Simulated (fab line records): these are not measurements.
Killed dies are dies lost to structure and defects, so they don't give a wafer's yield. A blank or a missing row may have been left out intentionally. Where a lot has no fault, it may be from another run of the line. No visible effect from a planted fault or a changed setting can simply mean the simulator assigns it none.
The tool behind it: which one? :: flow gf180mcu :: 13 lots, 39 wafers sampled, at 4 steps of a route of 602

WHAT THE GAUGES SHOWED, per wafer
GF_V2_OVL_MEAS_15. Usual: for V2_OVL the level is 3 nm and the standard deviation is 5.7.
lot: L352
measured: day 20 22:08
on: overlay-01
V2_OVL (nm): 9 6 3
flag: 

lot: L353
measured: day 21 09:41
on: overlay-02
V2_OVL (nm): 0 1 8
flag: 

lot: L354
measured: day 21 17:47
on: overlay-01
V2_OVL (nm): 6 3 11
flag: 

lot: L355
measured: day 22 05:40
on: overlay-01
V2_OVL (nm): 5 10 3
flag: 

lot: L356
measured: day 22 11:59
on: overlay-01
V2_OVL (nm): 2 -2 -1
flag: 

lot: L359
measured: day 23 10:58
on: overlay-01
V2_OVL (nm): 3 3 5
flag: 

lot: L365
measured: day 25 13:17
on: overlay-02
V2_OVL (nm): 5 9 0
flag: 

lot: L366
measured: day 25 17:17
on: overlay-02
V2_OVL (nm): -4 9 8
flag: 

lot: L368
measured: day 26 12:35
on: overlay-02
V2_OVL (nm): 5 14 -1
flag: 

lot: L369
measured: day 26 16:14
on: overlay-01
V2_OVL (nm): 1 -2 -7
flag: 

lot: L370
measured: day 27 13:56
on: overlay-02
V2_OVL (nm): 0 -1 2
flag: 

lot: L372
measured: day 27 15:22
on: overlay-02
V2_OVL (nm): 7 3 6
flag: 

lot: L373
measured: day 27 23:35
on: overlay-02
V2_OVL (nm): 2 10 15
flag: 

WHAT TOOL EACH LOT RAN ON (gives the tool, then ch and the chambers of the sampled wafers, and finally the start)
lot: L352
GF_V1_CVD_23: cvd_w-01 ch 0,1, day 18 19:19
GF_M2_SPUTTER_04: pvd_sputter-03, day 18 20:06
GF_V2_COAT_09: litho_track-02 ch 0, day 20 09:00

lot: L353
GF_V1_CVD_23: cvd_w-01 ch 0,1, day 19 07:16
GF_M2_SPUTTER_04: pvd_sputter-01, day 19 08:02
GF_V2_COAT_09: litho_track-04 ch 0, day 20 21:00

lot: L354
GF_V1_CVD_23: cvd_w-01 ch 0,1, day 19 15:16
GF_M2_SPUTTER_04: pvd_sputter-01, day 19 16:02
GF_V2_COAT_09: litho_track-02 ch 0, day 21 05:00

lot: L355
GF_V1_CVD_23: cvd_w-01 ch 0,1, day 20 03:37
GF_M2_SPUTTER_04: pvd_sputter-03, day 20 04:23
GF_V2_COAT_09: litho_track-02 ch 0, day 21 17:00

lot: L356
GF_V1_CVD_23: cvd_w-01 ch 0,1, day 20 11:17
GF_M2_SPUTTER_04: pvd_sputter-01, day 20 12:04
GF_V2_COAT_09: litho_track-02 ch 0, day 22 00:00

lot: L359
GF_V1_CVD_23: cvd_w-01 ch 0,1, day 21 10:52
GF_M2_SPUTTER_04: pvd_sputter-03, day 21 11:38
GF_V2_COAT_09: litho_track-03 ch 0, day 22 23:00

lot: L365
GF_V1_CVD_23: cvd_w-01 ch 0,1, day 23 14:20
GF_M2_SPUTTER_04: pvd_sputter-04, day 23 15:07
GF_V2_COAT_09: litho_track-04 ch 0, day 25 01:00

lot: L366
GF_V1_CVD_23: cvd_w-02 ch 0,1, day 23 18:52
GF_M2_SPUTTER_04: pvd_sputter-04, day 23 19:38
GF_V2_COAT_09: litho_track-03 ch 0, day 25 05:00

lot: L368
GF_V1_CVD_23: cvd_w-01 ch 0,1, day 24 15:58
GF_M2_SPUTTER_04: pvd_sputter-03, day 24 16:43
GF_V2_COAT_09: litho_track-02 ch 0, day 26 02:00

lot: L369
GF_V1_CVD_23: cvd_w-01 ch 0,1, day 24 20:01
GF_M2_SPUTTER_04: pvd_sputter-03, day 24 20:46
GF_V2_COAT_09: litho_track-03 ch 0, day 26 05:00

lot: L370
GF_V1_CVD_23: cvd_w-01 ch 1, day 25 18:44
GF_M2_SPUTTER_04: pvd_sputter-03, day 25 19:37
GF_V2_COAT_09: litho_track-04 ch 0, day 27 02:00

lot: L372
GF_V1_CVD_23: cvd_w-01 ch 1, day 25 19:17
GF_M2_SPUTTER_04: pvd_sputter-04, day 25 20:13
GF_V2_COAT_09: litho_track-03 ch 0, day 27 04:00

lot: L373
GF_V1_CVD_23: cvd_w-01 ch 0,1, day 26 03:55
GF_M2_SPUTTER_04: pvd_sputter-01, day 26 04:40
GF_V2_COAT_09: litho_track-03 ch 0, day 27 13:00
- GF_V1_CVD_23: deposits W, target thk 350 nm, time 105.05 s.
- GF_M2_SPUTTER_04: material TiN, target thk 50 nm, time 41.7 s.
- GF_V2_COAT_09: resist thk 1000 nm.

WHAT THE TOOLS THEMSELVES READ (means of the sampled wafers that have a number; where no wafer has one, the mark that the record gives instead)
GF_V1_CVD_23. Usual: 928 W for heater_power_w, sd 81.
lot: L352
tool: cvd_w-01
heater_power_w (W): 918
flag: 

lot: L353
tool: cvd_w-01
heater_power_w (W): 917
flag: 

lot: L354
tool: cvd_w-01
heater_power_w (W): 986
flag: 

lot: L355
tool: cvd_w-01
heater_power_w (W): 915
flag: 

lot: L356
tool: cvd_w-01
heater_power_w (W): 982
flag: 

lot: L359
tool: cvd_w-01
heater_power_w (W): 923
flag: 

lot: L365
tool: cvd_w-01
heater_power_w (W): 970
flag: 

lot: L366
tool: cvd_w-02
heater_power_w (W): 842
flag: 

lot: L368
tool: cvd_w-01
heater_power_w (W): 929
flag: 

lot: L369
tool: cvd_w-01
heater_power_w (W): 932
flag: 

lot: L370
tool: cvd_w-01
heater_power_w (W): 866
flag: 

lot: L372
tool: cvd_w-01
heater_power_w (W): 870
flag: 

lot: L373
tool: cvd_w-01
heater_power_w (W): 977
flag: 

GF_M2_SPUTTER_04. Usual: 29.4 % for throttle_valve_pct, sd 0.97.
lot: L352
tool: pvd_sputter-03
throttle_valve_pct (%): 29.4
flag: 

lot: L353
tool: pvd_sputter-01
throttle_valve_pct (%): 30.3
flag: 

lot: L354
tool: pvd_sputter-01
throttle_valve_pct (%): 30.6
flag: 

lot: L355
tool: pvd_sputter-03
throttle_valve_pct (%): 30.0
flag: 

lot: L356
tool: pvd_sputter-01
throttle_valve_pct (%): 29.9
flag: 

lot: L359
tool: pvd_sputter-03
throttle_valve_pct (%): 29.3
flag: 

lot: L365
tool: pvd_sputter-04
throttle_valve_pct (%): 29.8
flag: 

lot: L366
tool: pvd_sputter-04
throttle_valve_pct (%): 29.9
flag: 

lot: L368
tool: pvd_sputter-03
throttle_valve_pct (%): 30.0
flag: 

lot: L369
tool: pvd_sputter-03
throttle_valve_pct (%): 29.3
flag: 

lot: L370
tool: pvd_sputter-03
throttle_valve_pct (%): 29.4
flag: 

lot: L372
tool: pvd_sputter-04
throttle_valve_pct (%): 30.0
flag: 

lot: L373
tool: pvd_sputter-01
throttle_valve_pct (%): 29.2
flag: 

THE ANSWER, worked out from the rows above alone
Rule: take the mean of a lot's wafers that have a number; if it is more than 3 standard deviations from the usual mean, the lot is off. A lot without any number at a reading at which 4 lots or more have one is off too. Where the step has rows for the other lots, those lots are counted as sound. The gauges are gone through in route order, then the tools' own readings, and for those a lot's mean is taken as printed above. At the first step where some lot is off, the reading lying furthest off is the one used; lots without a number count as furthest.
Nothing can be told from this: no lot is off at any reading shown.

WHAT HAD BEEN PUT IN BY THE SIMULATOR
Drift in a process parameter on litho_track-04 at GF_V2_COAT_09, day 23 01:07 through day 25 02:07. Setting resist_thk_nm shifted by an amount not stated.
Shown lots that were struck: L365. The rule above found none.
